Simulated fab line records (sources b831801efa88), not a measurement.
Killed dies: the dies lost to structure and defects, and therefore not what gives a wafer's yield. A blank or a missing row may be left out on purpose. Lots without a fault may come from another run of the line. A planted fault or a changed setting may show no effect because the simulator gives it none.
The same fault as seen by 2 desks | flow sky130 | each desk holds nothing but its own numbers, with what lay behind them at the end

FROM THE METROLOGY DESK
Lot by lot, what the gauges showed, no matter which tool ran the lot: averages of those sampled wafers that carry a number. A lot is out of limits, marked OUT, if its mean lies more than 4 standard deviations from the usual mean; the brackets give that distance.
Columns: A = VIA4_W_RS at SKY_VIA4_RS_MEAS_19, usual 0.2247 ohm/sq; B = VIA4_W_THK at SKY_VIA4_THK_MEAS_20, usual 509 nm
lot  | first seen here | A      | B
L498 | day 44 04:41    | 0.2246 | 503
L499 | day 44 21:40    | 0.2261 | 502
L509 | day 47 08:45    | 0.2253 | 517
L511 | day 47 13:17    | 0.2237 | 510
L514 | day 48 07:04    | 0.2248 | 509
L515 | day 48 19:13    | 0.2229 | 516
This desk found nothing out of limits on any of the 6 lots.

DESK OF THE TOOL OWNER: pvd-sputter-02
The tool's own readings at SKY_METAL5_SPUTTER_03 (material Ti, target thk 5 nm, time 3.3 s): means of the sampled wafers that have a number, for each lot that ran on this tool. A lot is out of limits, marked OUT, if its mean lies more than 4 standard deviations from the usual mean; the brackets give that distance.
Columns: A = throttle-valve-pct at SKY_METAL5_SPUTTER_03, usual 30.3 %
lot  | first seen here | A
L499 | day 44 22:14    | 29.8
L509 | day 47 09:20    | 29.0
L511 | day 47 13:51    | 30.5
This desk found nothing out of limits on any of the 3 lots.

PUT TOGETHER
Metrology desk: nothing out of limits seen.
Nothing out of limits was seen by the tool owner's desk.

WHAT WAS PUT IN BY THE SIMULATOR
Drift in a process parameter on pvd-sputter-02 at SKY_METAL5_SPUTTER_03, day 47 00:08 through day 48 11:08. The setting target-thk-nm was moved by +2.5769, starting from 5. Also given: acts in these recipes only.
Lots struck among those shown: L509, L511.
